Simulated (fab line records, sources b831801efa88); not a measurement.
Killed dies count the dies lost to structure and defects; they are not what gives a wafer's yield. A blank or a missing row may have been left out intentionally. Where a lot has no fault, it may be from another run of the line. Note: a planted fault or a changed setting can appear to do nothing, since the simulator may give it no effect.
fab line records	flow sky130	part 1 of 2: steps 1 to 26 of 37
record: lots: 5	wafers: 15	lastDay: 49
route steps=708 shown VIA2@520 METAL3@532 CAPM@537
lots that met no fault: from a run of the same line without faults
startH: hours from the record's first day to the start of the lot's first wafer shown	waitH: hours since the lot's step before	" repeats the value in the row above	L1.1+2: a row that stands for several wafers	- no value, or no start was given	* or withheld: withheld	< > ~ a bound
route shown NAME@n: a module of which the file shows steps, and the number in the route of the first	usual: mean/standard deviation taken from wafers without a fault	same: alike in all rows	chamber/n: place in a boat	sites: per-site readings	_std_site: standard deviation across them	_edge_site: inner sites' mean taken away from outer sites' mean	radiusMm: for every site, how far away it sits from the centre of the wafer	mask NAME#n: copy n	behind: the tool/chamber that last shaped the wafer	hold: reason for holding the lot/hours on hold/outcome of the hold	device: whichever transistor did not switch (one of n, p or np)	end of line: at the end of the route, the tests of the same wafers	a step given without rows: its recipe and nothing more	killed: count of dies lost to structure and defects at first sort (not the wafer's yield)	map: per-die view of a wafer (x killed, . not killed, _ where there is no die)
set.NAME: the setting that was run; set.NAME@STEP: the one run at that earlier step	model.NAME: the simulator's own value behind a step, which no gauge read
lots at some steps of the route; a table a step, a row a wafer
services: a tool's chamber out of use, with start hour (startH, from the record's first day; less than 0 if before it), hours out, and reason
== steps ==
step: SKY_VIA2_OVL_MEAS_13
usual: VIA2_OVL: -1/5
lot.wafer	tool	chamber	startH	waitH	VIA2_OVL[nm]
L076.1	overlay-02	-	872.20	0.1	0
L076.2	"	-	"	"	2
L076.5	"	-	"	"	-3
L079.1	overlay-01	-	883.13	0.1	-6
L079.3	"	-	"	"	-3
L079.4	"	-	"	"	-5
L080.1	overlay-01	-	897.85	0.1	0
L080.3	"	-	"	"	4
L080.5	"	-	"	"	3
L081.1	overlay-02	-	904.33	0.1	-6
L081.2	"	-	"	"	0
L081.5	"	-	"	"	-2
L093.1	overlay-02	-	990.98	0.1	-13
L093.3	"	-	"	"	-6
L093.4	"	-	"	"	-4
step: SKY_VIA2_ETCH_14
recipe: chemistry: N2/H2	target: BARC	ionEnergyEv: 200	sourceW: 500	biasW: 100	pressureMtorr: 30	n2FlowSccm: 100	h2FlowSccm: 200	stopOn: SiO2	timeS: 45.9	targetDepthA: 600
usual: chamberPressureMTorr: 30.000/0.025	drypumpMotorCurrentA: 5.7/0.56	n2FlowSccm: 100.03/0.28	oesProductAu: 0.855/0.0044	throttleValvePct: 13.225/0.0092
lot.wafer	tool	chamber	startH	waitH	chamberPressureMTorr	drypumpMotorCurrentA	n2FlowSccm	oesProductAu	rfHoursCounterH	throttleValvePct
L076.1	rieDiel-02	0	872.23	0.0	29.977	6.1	100.03	0.860	25	13.222
L076.2	"	1	"	"	29.962	5.2	100.15	0.855	10	13.240
L076.5	"	1	"	"	30.008	5.2	99.98	0.852	-	13.221
L079.1	rieDiel-03	1	883.17	0.0	29.989	5.4	100.46	0.855	5	13.234
L079.3	"	0	"	"	29.993	4.9	100.67	0.853	8	13.222
L079.4	"	2	"	"	29.965	6.7	99.66	0.858	13	13.233
L080.1	rieDiel-02	2	897.88	0.0	29.956	5.4	100.29	0.850	1	13.217
L080.3	"	1	"	"	30.030	5.2	100.04	0.849	11	13.211
L080.5	"	2	"	"	30.050	5.4	99.98	0.862	-	13.214
L081.1	rieDiel-04	3	904.37	0.0	29.974	6.1	100.44	0.854	1	13.217
L081.2	"	2	"	"	29.988	5.7	99.84	0.856	20	13.228
L081.5	"	3	"	"	30.004	6.2	100.85	0.862	-	13.205
L093.1	rieDiel-02	1	991.02	0.0	30.009	5.2	100.16	0.852	15	13.221
L093.3	"	3	"	"	30.029	6.2	99.59	0.853	5	13.234
L093.4	"	2	"	"	30.031	5.4	100.04	0.859	4	13.229
step: SKY_VIA2_ETCH_15
recipe: target: SiO2	chemistry: C4F8/O2/Ar	targetDepthNm: 546	stopOn: TiN	maskMaterial: KrF-thick	sourceW: 1500	biasW: 1200	pressureMtorr: 40	c4f8FlowSccm: withheld	O2_flow_sccm: 6	Ar_flow_sccm: 300	timeS: 84
usual: chamberPressureMTorr: 40.00/0.038	oesProductAu: 0.939/0.0053
lot.wafer	tool	chamber	startH	waitH	chamberPressureMTorr	oesProductAu	rfHoursCounterH
L076.1	rieDiel-02	0	872.27	0.0	39.99	0.935	25
L076.2	"	1	"	"	39.99	0.947	10
L076.5	"	1	"	"	40.08	0.933	-
L079.1	rieDiel-03	1	883.21	0.0	39.95	0.933	5
L079.3	"	0	"	"	39.97	0.948	8
L079.4	"	2	"	"	40.01	0.939	13
L080.1	rieDiel-02	2	897.92	0.0	39.96	0.946	1
L080.3	"	1	"	"	39.94	0.938	11
L080.5	"	2	"	"	39.93	0.944	-
L081.1	rieDiel-04	3	904.41	0.0	40.02	0.938	1
L081.2	"	2	"	"	39.96	0.937	20
L081.5	"	3	"	"	40.03	0.931	-
L093.1	rieDiel-02	1	991.06	0.0	40.02	0.940	15
L093.3	"	3	"	"	40.00	0.940	5
L093.4	"	2	"	"	40.07	0.941	4
step: SKY_VIA2_STRIP_16
recipe: chemistry: O2/N2	powerW: 1400	pressureMtorr: 1500	platenTempC: withheld	o2FlowSccm: 3000	n2FlowSccm: 300	overashFraction: 0.5
usual: chamberPressureMTorr: 1500.0/1.4	drypumpMotorCurrentA: 5.57/0.23	n2FlowSccm: 300.0/0.96	oesProductAu: 0.399/0.0042	stripTimeToEndpointS: 4.062/0.028
lot.wafer	tool	chamber	startH	waitH	chamberPressureMTorr	drypumpMotorCurrentA	n2FlowSccm	oesProductAu	rfHoursCounterH	stripTimeToEndpointS
L076.1	plasmaAsher-02	1	872.34	0.0	1498.3	5.55	299.1	0.394	74	4.082
L076.2	"	0	"	"	1501.3	5.42	300.0	0.402	74	4.051
L076.5	"	1	"	"	1498.7	5.55	298.6	0.398	-	4.040
L079.1	plasmaAsher-02	0	883.27	0.0	1501.0	5.42	299.1	0.396	75	4.040
L079.3	"	0	"	"	1500.7	5.41	300.0	0.406	-	4.082
L079.4	"	1	"	"	1499.3	5.57	300.9	0.396	-	4.021
L080.1	plasmaAsher-02	0	897.99	0.0	1501.1	5.43	299.1	0.393	77	4.079
L080.3	"	1	"	"	1499.5	5.56	298.9	0.396	-	4.052
L080.5	"	0	"	"	1499.8	5.42	298.6	0.400	-	4.088
L081.1	plasmaAsher-01	0	904.47	0.0	1499.7	5.56	299.3	0.397	42	4.060
L081.2	"	1	"	"	1499.5	6.00	298.3	0.400	42	4.064
L081.5	"	1	"	"	1499.5	6.03	299.3	0.400	-	4.079
L093.1	plasmaAsher-02	0	991.12	0.0	1503.0	5.44	299.4	0.398	85	4.061
L093.3	"	0	"	"	1501.1	5.44	299.6	0.390	-	4.037
L093.4	"	1	"	"	1499.8	5.56	300.6	0.395	-	4.060
step: SKY_VIA2_STRIP_17
recipe: chemistry: postEtchResidueRemover	timeS: 1200	tempC: 72.5
lot.wafer	tool	chamber	startH	waitH
L076.1+2+5	wetBench-04	3	872.44	0.1
L079.1+3+4	wetBench-04	0	883.37	0.1
L080.1+3+5	wetBench-04	1	898.09	0.1
L081.1+2+5	wetBench-02	2	904.57	0.1
L093.1+3+4	wetBench-04	3	991.22	0.1
step: SKY_VIA2_CLEAN_18
recipe: chemistry: IPA	timeS: 180	tempC: 25
lot.wafer	tool	chamber	startH	waitH
L076.1+2+5	wetBench-02	3	872.81	0.0
L079.1+3+4	wetBench-02	1	883.71	0.0
L080.1+3+5	wetBench-03	2	898.43	0.0
L081.1+2+5	wetBench-03	1	904.92	0.0
L093.1+3+4	wetBench-02	3	991.57	0.0
step: SKY_VIA2_CLEAN_19
recipe: chemistry: O3/DIW	dry: n2Spin
lot.wafer	tool	chamber	startH	waitH
L076.1+2+5	wetBench-04	2	872.87	0.0
L079.1+3+4	wetBench-03	0	883.77	0.0
L080.1+3+5	wetBench-02	1	898.49	0.0
L081.1+2+5	wetBench-04	0	904.97	0.0
L093.1+3+4	wetBench-04	0	991.62	0.0
step: SKY_VIA2_SPUTTER_20
recipe: material: TiN	targetThkNm: 20	chamberPressurePa: 5	powerW: 4000	timeS: 80
usual: throttleValvePct: 30.0/0.86
lot.wafer	tool	chamber	startH	waitH	throttleValvePct
L076.1	pvdSputter-03	-	872.97	0.0	30.4
L076.2	"	-	"	"	30.0
L076.5	"	-	"	"	29.3
L079.1	pvdSputter-02	-	883.87	0.0	29.9
L079.3	"	-	"	"	29.5
L079.4	"	-	"	"	28.9
L080.1	pvdSputter-01	-	898.58	0.0	30.1
L080.3	"	-	"	"	30.2
L080.5	"	-	"	"	31.9
L081.1	pvdSputter-02	-	905.07	0.0	29.2
L081.2	"	-	"	"	29.7
L081.5	"	-	"	"	29.8
L093.1	pvdSputter-01	-	991.72	0.0	30.4
L093.3	"	-	"	"	32.1
L093.4	"	-	"	"	30.5
step: SKY_VIA2_CVD_21
recipe: material: W	targetThkNm: 420	timeS: 126.4	tempC: 400	pressureTorr: 40
usual: heaterPowerW: 860/45
lot.wafer	tool	chamber	startH	waitH	heaterPowerW	sinceWetCleanH
L076.1	cvdW-02	0	873.03	0.0	865	469
L076.2	"	1	"	"	896	469
L076.5	"	1	"	"	918	-
L079.1	cvdW-02	0	883.93	0.0	872	480
L079.3	"	1	"	"	912	-
L079.4	"	0	"	"	868	-
L080.1	cvdW-02	0	898.65	0.0	860	495
L080.3	"	1	"	"	903	-
L080.5	"	0	"	"	881	-
L081.1	cvdW-02	0	905.13	0.0	877	501
L081.2	"	1	"	"	912	501
L081.5	"	1	"	"	935	-
L093.1	cvdW-01	0	991.78	0.0	777	74
L093.3	"	0	"	"	806	-
L093.4	"	1	"	"	853	-
step: SKY_VIA2_RS_MEAS_22
recipe: thkMeasGauge: four-point-probe	reads: W_of_VIA2_CVD_21+TiN_of_VIA2_SPUTTER_20
usual: VIA2_W_RS: 0.271/0.0046
lot.wafer	tool	chamber	startH	waitH	VIA2_W_RS[ohm/sq]
L076.1	filmMetro-03	-	873.16	0.1	0.272
L076.2	"	-	"	"	0.265
L076.5	"	-	"	"	0.264
L079.1	filmMetro-01	-	884.06	0.1	0.272
L079.3	"	-	"	"	0.264
L079.4	"	-	"	"	0.274
L080.1	filmMetro-03	-	898.78	0.1	0.274
L080.3	"	-	"	"	0.259
L080.5	"	-	"	"	0.273
L081.1	filmMetro-01	-	905.26	0.1	0.274
L081.2	"	-	"	"	0.262
L081.5	"	-	"	"	0.261
L093.1	filmMetro-03	-	991.91	0.1	0.274
L093.3	"	-	"	"	0.270
L093.4	"	-	"	"	0.269
step: SKY_VIA2_THK_MEAS_23
recipe: thkMeasGauge: xrf	reads: W_of_VIA2_CVD_21
usual: VIA2_W_THK: 432/8.2
lot.wafer	tool	chamber	startH	waitH	VIA2_W_THK[nm]
L076.1	filmMetro-03	-	873.28	0.1	429
L076.2	"	-	"	"	441
L076.5	"	-	"	"	447
L079.1	filmMetro-01	-	884.18	0.1	432
L079.3	"	-	"	"	446
L079.4	"	-	"	"	427
L080.1	filmMetro-03	-	898.90	0.1	426
L080.3	"	-	"	"	449
L080.5	"	-	"	"	428
L081.1	filmMetro-01	-	905.38	0.1	428
L081.2	"	-	"	"	447
L081.5	"	-	"	"	444
L093.1	filmMetro-03	-	992.03	0.1	424
L093.3	"	-	"	"	429
L093.4	"	-	"	"	430
step: SKY_VIA2_CMP_24
recipe: stopOn: SiO2	tOverpolishS: 20	downForcePsi: 3.5	platenRpm: 60	targetThkNm: 0	padVelocityMS: 0.94248
usual: edgeZonePressureFrac: 1.000/0.0048	motorCurrentA: 11.1/1.2	overpolishRunS: 20.000/0.0083	timeToEndpointS: 100/3.9
same: tOverpolishS: 20
lot.wafer	tool	chamber	startH	waitH	edgeZonePressureFrac	motorCurrentA	overpolishRunS	timeToEndpointS
L076.2	cmp-01	1	873.44	0.1	0.995	9.9	20.004	101
L076.1	"	2	"	"	0.995	10.6	19.997	102
L076.5	"	3	"	"	1.000	11.4	20.008	107
L079.4	cmp-01	0	884.24	0.0	1.005	12.6	19.999	103
L079.1	"	1	"	"	0.999	10.2	20.008	100
L079.3	"	3	"	"	0.998	11.6	20.000	109
L080.3	cmp-01	3	898.96	0.0	0.999	11.3	19.992	106
L080.1	"	1	"	"	1.001	10.8	20.005	96
L080.5	"	0	"	"	0.994	14.0	20.004	95
L081.2	cmp-02	3	905.44	0.0	1.000	9.7	19.981	109
L081.1	"	2	"	"	1.010	11.2	20.004	105
L081.5	"	3	"	"	1.001	9.9	20.006	111
L093.1	cmp-01	2	992.09	0.1	1.001	11.5	19.992	98
L093.4	"	3	"	"	0.988	11.5	20.015	101
L093.3	"	0	"	"	0.996	13.3	19.989	99
step: SKY_METAL3_SPUTTER_00
recipe: material: Ti	targetThkNm: 15	powerW: 3000	timeS: 10	chamberPressurePa: 0.4
usual: throttleValvePct: 29.7/0.93
lot.wafer	tool	chamber	startH	waitH	throttleValvePct
L076.1	pvdSputter-04	-	873.64	0.1	27.6
L076.2	"	-	"	"	30.9
L076.5	"	-	"	"	30.5
L079.1	pvdSputter-03	-	884.54	0.2	28.6
L079.3	"	-	"	"	30.1
L079.4	"	-	"	"	30.5
L080.1	pvdSputter-04	-	899.26	0.1	27.5
L080.3	"	-	"	"	30.4
L080.5	"	-	"	"	27.8
L081.1	pvdSputter-04	-	905.74	0.1	30.3
L081.2	"	-	"	"	27.7
L081.5	"	-	"	"	30.6
L093.1	pvdSputter-03	-	992.39	0.2	29.3
L093.3	"	-	"	"	28.8
L093.4	"	-	"	"	30.6
step: SKY_METAL3_SPUTTER_01
recipe: material: TiN	targetThkNm: 20	powerW: 6500	timeS: 16.7	chamberPressurePa: 0.4
usual: throttleValvePct: 29.7/0.95
lot.wafer	tool	chamber	startH	waitH	throttleValvePct
L076.1	pvdSputter-04	-	873.66	0.0	27.3
L076.2	"	-	"	"	30.9
L076.5	"	-	"	"	30.3
L079.1	pvdSputter-03	-	884.57	0.0	29.0
L079.3	"	-	"	"	30.5
L079.4	"	-	"	"	30.2
L080.1	pvdSputter-04	-	899.28	0.0	27.7
L080.3	"	-	"	"	30.8
L080.5	"	-	"	"	27.6
L081.1	pvdSputter-04	-	905.76	0.0	30.6
L081.2	"	-	"	"	27.7
L081.5	"	-	"	"	30.8
L093.1	pvdSputter-03	-	992.41	0.0	29.6
L093.3	"	-	"	"	28.9
L093.4	"	-	"	"	31.0
step: SKY_METAL3_SPUTTER_02
recipe: material: AlCu	targetThkNm: 735	powerW: 10600	timeS: 39.1	chamberPressurePa: 0.4
usual: throttleValvePct: 29.7/0.96
lot.wafer	tool	chamber	startH	waitH	throttleValvePct
L076.1	pvdSputter-04	-	873.69	0.0	27.3
L076.2	"	-	"	"	31.0
L076.5	"	-	"	"	30.6
L079.1	pvdSputter-03	-	884.59	0.0	28.7
L079.3	"	-	"	"	30.5
L079.4	"	-	"	"	30.3
L080.1	pvdSputter-04	-	899.30	0.0	27.4
L080.3	"	-	"	"	30.7
L080.5	"	-	"	"	27.4
L081.1	pvdSputter-04	-	905.79	0.0	30.6
L081.2	"	-	"	"	27.4
L081.5	"	-	"	"	30.2
L093.1	pvdSputter-03	-	992.44	0.0	29.3
L093.3	"	-	"	"	28.8
L093.4	"	-	"	"	30.8
step: SKY_METAL3_SPUTTER_03
recipe: material: Ti	targetThkNm: 5	powerW: 3000	timeS: 3.3	chamberPressurePa: 0.4
usual: throttleValvePct: 29.7/0.94
lot.wafer	tool	chamber	startH	waitH	throttleValvePct
L076.1	pvdSputter-04	-	873.73	0.0	27.6
L076.2	"	-	"	"	30.6
L076.5	"	-	"	"	30.6
L079.1	pvdSputter-03	-	884.63	0.0	29.1
L079.3	"	-	"	"	30.3
L079.4	"	-	"	"	30.1
L080.1	pvdSputter-04	-	899.34	0.0	27.4
L080.3	"	-	"	"	30.4
L080.5	"	-	"	"	27.3
L081.1	pvdSputter-04	-	905.82	0.0	30.3
L081.2	"	-	"	"	27.5
L081.5	"	-	"	"	30.1
L093.1	pvdSputter-03	-	992.47	0.0	29.5
L093.3	"	-	"	"	28.8
L093.4	"	-	"	"	30.6
step: SKY_METAL3_SPUTTER_04
recipe: material: TiN	targetThkNm: 70	powerW: 6500	timeS: 58.3	chamberPressurePa: 0.4
usual: throttleValvePct: 29.7/0.91
lot.wafer	tool	chamber	startH	waitH	throttleValvePct
L076.1	pvdSputter-04	-	873.74	0.0	27.4
L076.2	"	-	"	"	30.7
L076.5	"	-	"	"	30.4
L079.1	pvdSputter-03	-	884.65	0.0	28.9
L079.3	"	-	"	"	30.1
L079.4	"	-	"	"	30.1
L080.1	pvdSputter-04	-	899.36	0.0	27.4
L080.3	"	-	"	"	30.3
L080.5	"	-	"	"	27.5
L081.1	pvdSputter-04	-	905.84	0.0	30.3
L081.2	"	-	"	"	27.4
L081.5	"	-	"	"	30.6
L093.1	pvdSputter-03	-	992.49	0.0	29.3
L093.3	"	-	"	"	29.0
L093.4	"	-	"	"	30.9
step: SKY_CAPM_CVD_00
recipe: material: SiO2	targetThkNm: 15.5	tempC: 400	timeS: withheld	rfW: 450
usual: heaterPowerW: 708/91
lot.wafer	tool	chamber	startH	waitH	heaterPowerW
L076.1	pecvd-01	2	873.79	0.0	756
L076.2	"	0	"	"	807
L076.5	"	0	"	"	852
L079.1	pecvd-01	2	884.70	0.0	624
L079.3	"	1	"	"	752
L079.4	"	0	"	"	830
L080.1	pecvd-04	0	899.41	0.0	814
L080.3	"	1	"	"	637
L080.5	"	2	"	"	533
L081.1	pecvd-04	0	905.89	0.0	752
L081.2	"	2	"	"	566
L081.5	"	2	"	"	566
L093.1	pecvd-04	0	992.54	0.0	662
L093.3	"	2	"	"	548
L093.4	"	1	"	"	671
step: SKY_CAPM_THK_MEAS_01
recipe: reads: SiO2_of_CAPM_CVD_00
usual: CAPM_CVD_00_THK: 15.44/0.23
lot.wafer	tool	chamber	startH	waitH	CAPM_CVD_00_THK[nm]
L076.1	filmMetro-03	-	873.82	-	15.01
L076.2	"	-	"	"	15.05
L076.5	"	-	"	"	15.42
L079.1	filmMetro-04	-	884.72	-	15.19
L079.3	"	-	"	"	15.21
L079.4	"	-	"	"	15.41
L080.1	filmMetro-04	-	899.43	-	15.24
L080.3	"	-	"	"	15.33
L080.5	"	-	"	"	15.92
L081.1	filmMetro-01	-	905.92	-	15.07
L081.2	"	-	"	"	14.99
L081.5	"	-	"	"	15.24
L093.1	filmMetro-01	-	992.56	-	15.51
L093.3	"	-	"	"	15.63
L093.4	"	-	"	"	15.85
step: SKY_CAPM_SPUTTER_02
recipe: material: TiN	targetThkNm: 200	tempC: 300	powerW: 6500	timeS: 166.7	chamberPressurePa: 0.4
usual: throttleValvePct: 30.1/1.1
lot.wafer	tool	chamber	startH	waitH	throttleValvePct
L076.1	pvdSputter-02	-	873.88	0.1	29.6
L076.2	"	-	"	"	29.4
L076.5	"	-	"	"	29.2
L079.1	pvdSputter-01	-	884.78	0.1	31.3
L079.3	"	-	"	"	30.2
L079.4	"	-	"	"	31.9
L080.1	pvdSputter-02	-	899.49	0.1	29.0
L080.3	"	-	"	"	29.9
L080.5	"	-	"	"	30.0
L081.1	pvdSputter-02	-	905.98	0.1	29.8
L081.2	"	-	"	"	29.7
L081.5	"	-	"	"	29.3
L093.1	pvdSputter-01	-	992.62	0.1	30.2
L093.3	"	-	"	"	30.1
L093.4	"	-	"	"	31.9
step: SKY_CAPM_RS_MEAS_03
recipe: thkMeasGauge: four-point-probe	reads: TiN_of_CAPM_SPUTTER_02
usual: CAPM_TIN_RS: 6.92/0.085
lot.wafer	tool	chamber	startH	waitH	CAPM_TIN_RS[ohm/sq]
L076.1	filmMetro-03	-	873.98	0.1	6.95
L076.2	"	-	"	"	6.86
L076.5	"	-	"	"	6.93
L079.1	filmMetro-01	-	884.89	0.1	7.05
L079.3	"	-	"	"	6.99
L079.4	"	-	"	"	6.99
L080.1	filmMetro-03	-	899.60	0.1	6.82
L080.3	"	-	"	"	6.84
L080.5	"	-	"	"	6.86
L081.1	filmMetro-03	-	906.09	0.1	7.02
L081.2	"	-	"	"	7.02
L081.5	"	-	"	"	7.00
L093.1	filmMetro-04	-	992.73	0.1	7.01
L093.3	"	-	"	"	6.98
L093.4	"	-	"	"	6.91
step: SKY_CAPM_THK_MEAS_04
recipe: thkMeasGauge: xrf	reads: TiN_of_CAPM_SPUTTER_02
usual: CAPM_TIN_THK: 196.1/3
lot.wafer	tool	chamber	startH	waitH	CAPM_TIN_THK[nm]
L076.1	filmMetro-03	-	874.10	0.1	195.5
L076.2	"	-	"	"	198.3
L076.5	"	-	"	"	196.4
L079.1	filmMetro-01	-	885.01	0.1	192.8
L079.3	"	-	"	"	195.1
L079.4	"	-	"	"	194.7
L080.1	filmMetro-03	-	899.72	0.1	199.4
L080.3	"	-	"	"	198.1
L080.5	"	-	"	"	197.0
L081.1	filmMetro-03	-	906.21	0.1	193.1
L081.2	"	-	"	"	193.0
L081.5	"	-	"	"	193.9
L093.1	filmMetro-04	-	992.85	0.1	192.2
L093.3	"	-	"	"	193.1
L093.4	"	-	"	"	194.8
step: SKY_CAPM_DEHYDRATE_05
recipe: tempC: 200	timeS: 60
lot.wafer	tool	chamber	startH	waitH
L076.1+2+5	lithoTrack-04	0	886.01	11.9
L079.1+3+4	lithoTrack-03	0	896.78	11.8
L080.1+3+5	lithoTrack-03	0	911.68	11.9
L081.1+2+5	lithoTrack-01	0	917.70	11.5
L093.1+3+4	lithoTrack-03	0	1003.88	11.0
step: SKY_CAPM_HMDS_06
recipe: primeTimeS: 60	primeTempC: 120
lot.wafer	tool	chamber	startH	waitH
L076.1+2+5	lithoTrack-04	0	886.16	0.1
L079.1+3+4	lithoTrack-03	0	896.93	0.1
L080.1+3+5	lithoTrack-03	0	911.83	0.1
L081.1+2+5	lithoTrack-01	0	917.85	0.1
L093.1+3+4	lithoTrack-03	0	1004.03	0.1
step: SKY_CAPM_COAT_07
recipe: resist: NOVOLAK	spinRpm: 3000	resistThkNm: 1140
lot.wafer	tool	chamber	startH	waitH
L076.1+2+5	lithoTrack-04	0	886.31	0.1
L079.1+3+4	lithoTrack-03	0	897.08	0.1
L080.1+3+5	lithoTrack-03	0	911.98	0.1
L081.1+2+5	lithoTrack-01	0	918.00	0.1
L093.1+3+4	lithoTrack-03	0	1004.18	0.1
step: SKY_CAPM_SOFTBAKE_08
recipe: tempC: 90	timeS: 60	resist: NOVOLAK
lot.wafer	tool	chamber	startH	waitH
L076.1+2+5	lithoTrack-04	0	886.46	0.1
L079.1+3+4	lithoTrack-03	0	897.23	0.1
L080.1+3+5	lithoTrack-03	0	912.13	0.1
L081.1+2+5	lithoTrack-01	0	918.15	0.1
L093.1+3+4	lithoTrack-03	0	1004.33	0.1
